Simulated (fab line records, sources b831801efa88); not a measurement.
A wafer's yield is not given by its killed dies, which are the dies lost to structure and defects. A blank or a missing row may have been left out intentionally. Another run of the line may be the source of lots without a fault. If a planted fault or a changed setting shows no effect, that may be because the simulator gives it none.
The tool behind it: which one? || flow sky130 || 11 lots with 33 wafers sampled at 5 steps, on a route of 708 steps

## WHAT THE GAUGES READ, wafer by wafer
The record holds no reading of a measuring or inspecting step that can be judged against a usual standard deviation.

## EACH LOT AND THE TOOL THAT RAN IT (in order: tool; ch and the chambers of the sampled wafers; start)
{"lot": "L298", "SKY_VIA1_CVD_21": "cvd-w-02 ch 0,1, day 37 20:15", "SKY_VIA4_STRIP_13": "plasma-asher-02 ch 0,1, day 46 09:53", "SKY_METAL5_SPUTTER_00": "pvd-sputter-03, day 46 11:22", "SKY_METAL5_METAL_ETCH_15": "rie-metal-04 ch 0,1, day 47 08:29", "SKY_PAD_OPEN_PROBE_99": "prober-02, day 49 03:06"}
{"lot": "L299", "SKY_VIA1_CVD_21": "cvd-w-01 ch 1, day 37 21:35", "SKY_VIA4_STRIP_13": "plasma-asher-01 ch 0,1, day 46 10:03", "SKY_METAL5_SPUTTER_00": "pvd-sputter-02, day 46 11:36", "SKY_METAL5_METAL_ETCH_15": "rie-metal-01 ch 0,1, day 47 09:05", "SKY_PAD_OPEN_PROBE_99": "prober-01, day 49 04:06"}
{"lot": "L300", "SKY_VIA1_CVD_21": "cvd-w-01 ch 0, day 38 00:20", "SKY_VIA4_STRIP_13": "plasma-asher-02 ch 0,1, day 46 14:33", "SKY_METAL5_SPUTTER_00": "pvd-sputter-02, day 46 15:53", "SKY_METAL5_METAL_ETCH_15": "rie-metal-02 ch 0, day 47 12:25", "SKY_PAD_OPEN_PROBE_99": "prober-02, day 49 07:20"}
{"lot": "L301", "SKY_VIA1_CVD_21": "cvd-w-02 ch 0,1, day 38 05:05", "SKY_VIA4_STRIP_13": "plasma-asher-04 ch 0,1, day 46 17:05", "SKY_METAL5_SPUTTER_00": "pvd-sputter-03, day 46 18:23", "SKY_METAL5_METAL_ETCH_15": "rie-metal-02 ch 0, day 47 15:58", "SKY_PAD_OPEN_PROBE_99": "prober-01, day 49 10:55"}
{"lot": "L303", "SKY_VIA1_CVD_21": "cvd-w-01 ch 0,1, day 39 03:19", "SKY_VIA4_STRIP_13": "plasma-asher-02 ch 0,1, day 47 10:39", "SKY_METAL5_SPUTTER_00": "pvd-sputter-01, day 47 11:56", "SKY_METAL5_METAL_ETCH_15": "rie-metal-01 ch 0,1, day 48 08:31", "SKY_PAD_OPEN_PROBE_99": "prober-02, day 50 02:35"}
{"lot": "L306", "SKY_VIA1_CVD_21": "cvd-w-01 ch 1, day 39 13:29", "SKY_VIA4_STRIP_13": "plasma-asher-02 ch 0,1, day 47 17:36", "SKY_METAL5_SPUTTER_00": "pvd-sputter-02, day 47 18:54", "SKY_METAL5_METAL_ETCH_15": "rie-metal-01 ch 0,1, day 48 15:04", "SKY_PAD_OPEN_PROBE_99": "prober-02, day 50 07:33"}
{"lot": "L308", "SKY_VIA1_CVD_21": "cvd-w-01 ch 0,1, day 40 02:07", "SKY_VIA4_STRIP_13": "plasma-asher-04 ch 0,1, day 48 05:24", "SKY_METAL5_SPUTTER_00": "pvd-sputter-03, day 48 06:43", "SKY_METAL5_METAL_ETCH_15": "rie-metal-04 ch 0,1, day 49 02:52", "SKY_PAD_OPEN_PROBE_99": "prober-02, day 50 18:01"}
{"lot": "L310", "SKY_VIA1_CVD_21": "cvd-w-01 ch 0,1, day 40 11:49", "SKY_VIA4_STRIP_13": "plasma-asher-04 ch 0,1, day 48 13:06", "SKY_METAL5_SPUTTER_00": "pvd-sputter-03, day 48 14:44", "SKY_METAL5_METAL_ETCH_15": "rie-metal-02 ch 0,1, day 49 09:36", "SKY_PAD_OPEN_PROBE_99": "prober-02, day 50 22:03"}
{"lot": "L311", "SKY_VIA1_CVD_21": "cvd-w-01 ch 0,1, day 40 19:37", "SKY_VIA4_STRIP_13": "plasma-asher-01 ch 0,1, day 48 15:52", "SKY_METAL5_SPUTTER_00": "pvd-sputter-02, day 48 17:07", "SKY_METAL5_METAL_ETCH_15": "rie-metal-04 ch 0,1, day 49 12:17", "SKY_PAD_OPEN_PROBE_99": "prober-01, day 51 02:22"}
{"lot": "L312", "SKY_VIA1_CVD_21": "cvd-w-02 ch 0,1, day 41 03:14", "SKY_VIA4_STRIP_13": "plasma-asher-02 ch 0,1, day 49 00:30", "SKY_METAL5_SPUTTER_00": "pvd-sputter-03, day 49 01:50", "SKY_METAL5_METAL_ETCH_15": "rie-metal-01 ch 0,1, day 49 20:29", "SKY_PAD_OPEN_PROBE_99": "prober-02, day 51 08:43"}
{"lot": "L313", "SKY_VIA1_CVD_21": "cvd-w-01 ch 0,1, day 41 12:57", "SKY_VIA4_STRIP_13": "plasma-asher-04 ch 0,1, day 49 09:38", "SKY_METAL5_SPUTTER_00": "pvd-sputter-03, day 49 11:41", "SKY_METAL5_METAL_ETCH_15": "rie-metal-04 ch 0,1, day 50 05:34", "SKY_PAD_OPEN_PROBE_99": "prober-01, day 51 17:10"}
- SKY_VIA1_CVD_21: deposits W, target thk 270 nm, time 80.902 s.
- SKY_VIA4_STRIP_13: strips in O2/N2.
- SKY_METAL5_SPUTTER_00: material Ti, target thk 15 nm, time 10 s.
- SKY_METAL5_METAL_ETCH_15: etches the open film in Cl2/BCl3, stops on SiO2, target depth 1260 nm, time 252 s.
- SKY_PAD_OPEN_PROBE_99

## WHAT THE TOOLS THEMSELVES READ (means of the sampled wafers that have a number; where no wafer has one, the mark that the record gives instead)
SKY_VIA1_CVD_21. Usual: heater-power-w reads 825 W (standard deviation 120).
{"lot": "L298", "tool": "cvd-w-02", "heater-power-w (W)": 896, "flag": ""}
{"lot": "L299", "tool": "cvd-w-01", "heater-power-w (W)": 689, "flag": ""}
{"lot": "L300", "tool": "cvd-w-01", "heater-power-w (W)": 938, "flag": ""}
{"lot": "L301", "tool": "cvd-w-02", "heater-power-w (W)": 884, "flag": ""}
{"lot": "L303", "tool": "cvd-w-01", "heater-power-w (W)": 779, "flag": ""}
{"lot": "L306", "tool": "cvd-w-01", "heater-power-w (W)": 681, "flag": ""}
{"lot": "L308", "tool": "cvd-w-01", "heater-power-w (W)": 775, "flag": ""}
{"lot": "L310", "tool": "cvd-w-01", "heater-power-w (W)": 856, "flag": ""}
{"lot": "L311", "tool": "cvd-w-01", "heater-power-w (W)": 858, "flag": ""}
{"lot": "L312", "tool": "cvd-w-02", "heater-power-w (W)": 804, "flag": ""}
{"lot": "L313", "tool": "cvd-w-01", "heater-power-w (W)": 765, "flag": ""}

SKY_VIA4_STRIP_13. Usual: drypump-motor-current-A 5.68 A, standard deviation 0.29; n2-flow-sccm 300.0 sccm, standard deviation 0.95; oes-product-au 0.709 a.u., standard deviation 0.0049; strip-time-to-endpoint-s 12.801 s, standard deviation 0.027.
{"lot": "L298", "tool": "plasma-asher-02", "drypump-motor-current-A (A)": 5.77, "n2-flow-sccm (sccm)": 300.2, "oes-product-au (a.u.)": 0.711, "strip-time-to-endpoint-s (s)": 12.772, "flag": ""}
{"lot": "L299", "tool": "plasma-asher-01", "drypump-motor-current-A (A)": 5.18, "n2-flow-sccm (sccm)": 299.3, "oes-product-au (a.u.)": 0.713, "strip-time-to-endpoint-s (s)": 12.818, "flag": ""}
{"lot": "L300", "tool": "plasma-asher-02", "drypump-motor-current-A (A)": 5.76, "n2-flow-sccm (sccm)": 299.3, "oes-product-au (a.u.)": 0.712, "strip-time-to-endpoint-s (s)": 12.801, "flag": ""}
{"lot": "L301", "tool": "plasma-asher-04", "drypump-motor-current-A (A)": 5.84, "n2-flow-sccm (sccm)": 299.9, "oes-product-au (a.u.)": 0.714, "strip-time-to-endpoint-s (s)": 12.786, "flag": ""}
{"lot": "L303", "tool": "plasma-asher-02", "drypump-motor-current-A (A)": 5.86, "n2-flow-sccm (sccm)": 299.6, "oes-product-au (a.u.)": 0.707, "strip-time-to-endpoint-s (s)": 12.805, "flag": ""}
{"lot": "L306", "tool": "plasma-asher-02", "drypump-motor-current-A (A)": 5.77, "n2-flow-sccm (sccm)": 300.2, "oes-product-au (a.u.)": 0.707, "strip-time-to-endpoint-s (s)": 12.787, "flag": ""}
{"lot": "L308", "tool": "plasma-asher-04", "drypump-motor-current-A (A)": 5.86, "n2-flow-sccm (sccm)": 301.2, "oes-product-au (a.u.)": 0.717, "strip-time-to-endpoint-s (s)": 12.814, "flag": ""}
{"lot": "L310", "tool": "plasma-asher-04", "drypump-motor-current-A (A)": 5.87, "n2-flow-sccm (sccm)": 301.1, "oes-product-au (a.u.)": 0.710, "strip-time-to-endpoint-s (s)": 12.807, "flag": ""}
{"lot": "L311", "tool": "plasma-asher-01", "drypump-motor-current-A (A)": 5.23, "n2-flow-sccm (sccm)": 300.1, "oes-product-au (a.u.)": 0.709, "strip-time-to-endpoint-s (s)": 12.795, "flag": ""}
{"lot": "L312", "tool": "plasma-asher-02", "drypump-motor-current-A (A)": 5.77, "n2-flow-sccm (sccm)": 299.6, "oes-product-au (a.u.)": 0.711, "strip-time-to-endpoint-s (s)": 12.794, "flag": ""}
{"lot": "L313", "tool": "plasma-asher-04", "drypump-motor-current-A (A)": 5.88, "n2-flow-sccm (sccm)": 300.2, "oes-product-au (a.u.)": 0.715, "strip-time-to-endpoint-s (s)": 12.782, "flag": ""}

SKY_METAL5_SPUTTER_00. Usual: cathode-dc-power-W 3000.1 W, standard deviation 0.57; throttle-valve-pct 29.5 %, standard deviation 1.
{"lot": "L298", "tool": "pvd-sputter-03", "cathode-dc-power-W (W)": 3000.1, "throttle-valve-pct (%)": 28.6, "flag": ""}
{"lot": "L299", "tool": "pvd-sputter-02", "cathode-dc-power-W (W)": 3000.5, "throttle-valve-pct (%)": 30.3, "flag": ""}
{"lot": "L300", "tool": "pvd-sputter-02", "cathode-dc-power-W (W)": 2999.8, "throttle-valve-pct (%)": 29.8, "flag": ""}
{"lot": "L301", "tool": "pvd-sputter-03", "cathode-dc-power-W (W)": 3000.2, "throttle-valve-pct (%)": 30.0, "flag": ""}
{"lot": "L303", "tool": "pvd-sputter-01", "cathode-dc-power-W (W)": 3000.1, "throttle-valve-pct (%)": 28.8, "flag": ""}
{"lot": "L306", "tool": "pvd-sputter-02", "cathode-dc-power-W (W)": 2999.6, "throttle-valve-pct (%)": 30.0, "flag": ""}
{"lot": "L308", "tool": "pvd-sputter-03", "cathode-dc-power-W (W)": 3000.1, "throttle-valve-pct (%)": 29.8, "flag": ""}
{"lot": "L310", "tool": "pvd-sputter-03", "cathode-dc-power-W (W)": 3000.2, "throttle-valve-pct (%)": 28.7, "flag": ""}
{"lot": "L311", "tool": "pvd-sputter-02", "cathode-dc-power-W (W)": 3000.7, "throttle-valve-pct (%)": 30.5, "flag": ""}
{"lot": "L312", "tool": "pvd-sputter-03", "cathode-dc-power-W (W)": 3001.1, "throttle-valve-pct (%)": 28.7, "flag": ""}
{"lot": "L313", "tool": "pvd-sputter-03", "cathode-dc-power-W (W)": 3000.4, "throttle-valve-pct (%)": 29.0, "flag": ""}

SKY_METAL5_METAL_ETCH_15. Usual: drypump-motor-current-A 5.9 A, standard deviation 0.57; oes-product-au 0.893 a.u., standard deviation 0.0047; throttle-valve-pct 22.265 %, standard deviation 0.0094.
{"lot": "L298", "tool": "rie-metal-04", "drypump-motor-current-A (A)": 6.2, "oes-product-au (a.u.)": 0.891, "throttle-valve-pct (%)": 22.259, "flag": ""}
{"lot": "L299", "tool": "rie-metal-01", "drypump-motor-current-A (A)": 5.3, "oes-product-au (a.u.)": 0.891, "throttle-valve-pct (%)": 22.266, "flag": ""}
{"lot": "L300", "tool": "rie-metal-02", "drypump-motor-current-A (A)": 5.9, "oes-product-au (a.u.)": 0.896, "throttle-valve-pct (%)": 22.262, "flag": ""}
{"lot": "L301", "tool": "rie-metal-02", "drypump-motor-current-A (A)": 5.9, "oes-product-au (a.u.)": 0.893, "throttle-valve-pct (%)": 22.262, "flag": ""}
{"lot": "L303", "tool": "rie-metal-01", "drypump-motor-current-A (A)": 5.3, "oes-product-au (a.u.)": 0.894, "throttle-valve-pct (%)": 22.262, "flag": ""}
{"lot": "L306", "tool": "rie-metal-01", "drypump-motor-current-A (A)": 5.4, "oes-product-au (a.u.)": 0.894, "throttle-valve-pct (%)": 22.262, "flag": ""}
{"lot": "L308", "tool": "rie-metal-04", "drypump-motor-current-A (A)": 6.2, "oes-product-au (a.u.)": 0.894, "throttle-valve-pct (%)": 22.269, "flag": ""}
{"lot": "L310", "tool": "rie-metal-02", "drypump-motor-current-A (A)": 6.2, "oes-product-au (a.u.)": 0.897, "throttle-valve-pct (%)": 22.261, "flag": ""}
{"lot": "L311", "tool": "rie-metal-04", "drypump-motor-current-A (A)": 5.9, "oes-product-au (a.u.)": 0.894, "throttle-valve-pct (%)": 22.262, "flag": ""}
{"lot": "L312", "tool": "rie-metal-01", "drypump-motor-current-A (A)": 5.3, "oes-product-au (a.u.)": 0.892, "throttle-valve-pct (%)": 22.281, "flag": ""}
{"lot": "L313", "tool": "rie-metal-04", "drypump-motor-current-A (A)": 5.9, "oes-product-au (a.u.)": 0.895, "throttle-valve-pct (%)": 22.265, "flag": ""}

SKY_PAD_OPEN_PROBE_99. Usual: defect-limited-yield 82.6 %, standard deviation 2; killed_at_M0_to_M3 42, standard deviation 6.7; killed_at_M4_up 3.0, standard deviation 1.9; killed-at-contacts 24, standard deviation 5.3; killed-at-front-end 16, standard deviation 4.3; killed-at-other 0.4, standard deviation 0.71; killed-dies 85, standard deviation 9.6; killed-open 46, standard deviation 6.5; killed-short 39, standard deviation 6.7; sort_bin_3_pad_short 0.9 %, standard deviation 0.46; sort_bin_5_function 10.3 %, standard deviation 1.3; sort_bin_6_memory 6.2 %, standard deviation 1.1; sort-n-pass 407, standard deviation 9.6; sort-yield-pct 82.6 %, standard deviation 2.
{"lot": "L298", "tool": "prober-02", "defect-limited-yield (%)": 76.0, "killed_at_M0_to_M3": 76, "killed_at_M4_up": 1.3, "killed-at-contacts": 23, "killed-at-front-end": 17, "killed-at-other": 0.0, "killed-dies": 118, "killed-open": 41, "killed-short": 38, "sort_bin_3_pad_short (%)": 1.7, "sort_bin_5_function (%)": 15.0, "sort_bin_6_memory (%)": 7.2, "sort-n-pass": 374, "sort-yield-pct (%)": 76.0, "flag": "OFF"}
{"lot": "L299", "tool": "prober-01", "defect-limited-yield (%)": 82.8, "killed_at_M0_to_M3": 46, "killed_at_M4_up": 3.0, "killed-at-contacts": 19, "killed-at-front-end": 16, "killed-at-other": 0.7, "killed-dies": 84, "killed-open": 47, "killed-short": 37, "sort_bin_3_pad_short (%)": 0.4, "sort_bin_5_function (%)": 11.4, "sort_bin_6_memory (%)": 5.4, "sort-n-pass": 408, "sort-yield-pct (%)": 82.8, "flag": ""}
{"lot": "L300", "tool": "prober-02", "defect-limited-yield (%)": 82.0, "killed_at_M0_to_M3": 53, "killed_at_M4_up": 2.0, "killed-at-contacts": 17, "killed-at-front-end": 16, "killed-at-other": 0.3, "killed-dies": 88, "killed-open": 48, "killed-short": 40, "sort_bin_3_pad_short (%)": 0.7, "sort_bin_5_function (%)": 9.8, "sort_bin_6_memory (%)": 7.4, "sort-n-pass": 404, "sort-yield-pct (%)": 82.0, "flag": ""}
{"lot": "L301", "tool": "prober-01", "defect-limited-yield (%)": 75.1, "killed_at_M0_to_M3": 79, "killed_at_M4_up": 4.3, "killed-at-contacts": 25, "killed-at-front-end": 14, "killed-at-other": 0.0, "killed-dies": 122, "killed-open": 43, "killed-short": 43, "sort_bin_3_pad_short (%)": 2.4, "sort_bin_5_function (%)": 15.2, "sort_bin_6_memory (%)": 7.2, "sort-n-pass": 370, "sort-yield-pct (%)": 75.1, "flag": "OFF"}
{"lot": "L303", "tool": "prober-02", "defect-limited-yield (%)": 85.2, "killed_at_M0_to_M3": 36, "killed_at_M4_up": 1.3, "killed-at-contacts": 20, "killed-at-front-end": 16, "killed-at-other": 0.0, "killed-dies": 73, "killed-open": 37, "killed-short": 36, "sort_bin_3_pad_short (%)": 1.0, "sort_bin_5_function (%)": 9.0, "sort_bin_6_memory (%)": 4.8, "sort-n-pass": 419, "sort-yield-pct (%)": 85.2, "flag": ""}
{"lot": "L306", "tool": "prober-02", "defect-limited-yield (%)": 77.3, "killed_at_M0_to_M3": 52, "killed_at_M4_up": 6.0, "killed-at-contacts": 34, "killed-at-front-end": 19, "killed-at-other": 0.0, "killed-dies": 111, "killed-open": 59, "killed-short": 53, "sort_bin_3_pad_short (%)": 1.5, "sort_bin_5_function (%)": 12.8, "sort_bin_6_memory (%)": 8.2, "sort-n-pass": 381, "sort-yield-pct (%)": 77.3, "flag": ""}
{"lot": "L308", "tool": "prober-02", "defect-limited-yield (%)": 82.6, "killed_at_M0_to_M3": 45, "killed_at_M4_up": 2.7, "killed-at-contacts": 24, "killed-at-front-end": 14, "killed-at-other": 0.3, "killed-dies": 85, "killed-open": 53, "killed-short": 32, "sort_bin_3_pad_short (%)": 0.8, "sort_bin_5_function (%)": 9.7, "sort_bin_6_memory (%)": 6.8, "sort-n-pass": 407, "sort-yield-pct (%)": 82.6, "flag": ""}
{"lot": "L310", "tool": "prober-02", "defect-limited-yield (%)": 81.4, "killed_at_M0_to_M3": 44, "killed_at_M4_up": 2.0, "killed-at-contacts": 25, "killed-at-front-end": 21, "killed-at-other": 0.0, "killed-dies": 92, "killed-open": 50, "killed-short": 40, "sort_bin_3_pad_short (%)": 0.7, "sort_bin_5_function (%)": 11.7, "sort_bin_6_memory (%)": 6.2, "sort-n-pass": 400, "sort-yield-pct (%)": 81.4, "flag": ""}
{"lot": "L311", "tool": "prober-01", "defect-limited-yield (%)": 83.8, "killed_at_M0_to_M3": 41, "killed_at_M4_up": 4.3, "killed-at-contacts": 21, "killed-at-front-end": 12, "killed-at-other": 0.3, "killed-dies": 80, "killed-open": 44, "killed-short": 36, "sort_bin_3_pad_short (%)": 1.2, "sort_bin_5_function (%)": 9.2, "sort_bin_6_memory (%)": 5.8, "sort-n-pass": 412, "sort-yield-pct (%)": 83.8, "flag": ""}
{"lot": "L312", "tool": "prober-02", "defect-limited-yield (%)": 85.5, "killed_at_M0_to_M3": 36, "killed_at_M4_up": 1.7, "killed-at-contacts": 18, "killed-at-front-end": 15, "killed-at-other": 0.3, "killed-dies": 72, "killed-open": 41, "killed-short": 30, "sort_bin_3_pad_short (%)": 0.5, "sort_bin_5_function (%)": 8.9, "sort_bin_6_memory (%)": 5.2, "sort-n-pass": 420, "sort-yield-pct (%)": 85.5, "flag": ""}
{"lot": "L313", "tool": "prober-01", "defect-limited-yield (%)": 82.0, "killed_at_M0_to_M3": 41, "killed_at_M4_up": 2.7, "killed-at-contacts": 22, "killed-at-front-end": 22, "killed-at-other": 0.3, "killed-dies": 89, "killed-open": 49, "killed-short": 39, "sort_bin_3_pad_short (%)": 1.1, "sort_bin_5_function (%)": 11.1, "sort_bin_6_memory (%)": 5.8, "sort-n-pass": 403, "sort-yield-pct (%)": 82.0, "flag": ""}

## THE ANSWER, worked out from the rows above alone
Rule: a lot counts as off when the mean over its wafers that have a number is more than 3 standard deviations away from the usual mean. Also off: a lot with no number at a reading for which 4 or more lots have one. The other lots that the step has rows for count as sound. The gauges are gone through in route order, then the tools' own readings, and for those a lot's mean is taken as printed above. The first step at which some lot is off is used, and at that step the reading that is off furthest; a lot without a number counts as furthest.
Off at SKY_PAD_OPEN_PROBE_99 (killed_at_M0_to_M3): L298, L301.
A tool fits if, at that step or a process step before it, it ran every lot that is off, and no sound lot after the first of them. No candidate that was tried fits.

## WHAT THE SIMULATOR HAD INSERTED
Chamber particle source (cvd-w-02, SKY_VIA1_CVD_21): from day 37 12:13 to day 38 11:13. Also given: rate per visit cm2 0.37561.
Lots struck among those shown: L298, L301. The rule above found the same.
